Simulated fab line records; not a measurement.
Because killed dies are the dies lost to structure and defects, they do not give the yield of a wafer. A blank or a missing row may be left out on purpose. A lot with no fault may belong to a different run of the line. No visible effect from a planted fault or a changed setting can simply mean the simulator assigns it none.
Chamber matching    flow gf180mcu    GF_V3_ETCH_16 on rie diel-02 has 4 sister chambers
The step etches BARC in N2/H2. 8 wafers are shown with their chamber, then 8 later ones without.

== WAFERS WITH THEIR CHAMBER ==
wafer   chamber  throttle valve pct (%)  oes product au (a.u.)
L079.6  3        13.232                  0.854
L080.1  2        13.220                  0.861
L080.2  1        13.217                  0.856
L080.4  0        13.236                  0.859
L085.2  2        13.232                  0.852
L085.5  0        13.232                  0.848
L085.6  3        13.216                  0.853
L090.3  1        13.232                  0.857

== WAFERS WITHOUT THEIR CHAMBER ==
wafer   throttle valve pct (%)  oes product au (a.u.)
L090.5  13.235                  0.857
L090.6  13.218                  0.854
L096.3  13.230                  0.854
L096.5  13.244                  0.863
L096.6  13.242                  0.864
L097.1  13.224                  0.855
L097.2  13.238                  0.851
L097.4  13.236                  0.852

== WHICH CHAMBER EACH ONE RAN IN ==
wafer   from the rows above                in truth
L090.5  can't be placed: 0 or 2 or 1 or 3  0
L090.6  can't be placed: 3 or 1 or 2 or 0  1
L096.3  can't be placed: 0 or 2 or 3 or 1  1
L096.5  can't be placed: 0 or 2 or 1 or 3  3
L096.6  can't be placed: 0 or 2 or 1 or 3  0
L097.1  can't be placed: 3 or 1 or 2 or 0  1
L097.2  can't be placed: 0 or 3 or 2 or 1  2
L097.4  can't be placed: 0 or 3 or 2 or 1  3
0 of 8 placed correctly. From these rows, 8 cannot be placed; in 8 the true chamber is one of the candidates. 0 placed wrongly.
How it was worked out, from the rows above alone: a wafer's distance from a chamber is the root of the sum, over the readings, of the square of ((its reading less the chamber's mean) divided by the reading's scatter). If the next closest chamber is less than 2 further off than the closest, the wafer can't be placed; otherwise it belongs to the closest. For every chamber, the mean is computed from those of its wafers that are shown. The scatter is the square root of a quotient: the sum, over the shown wafers, of each reading's squared deviation from its chamber's mean, divided by wafers minus chambers.
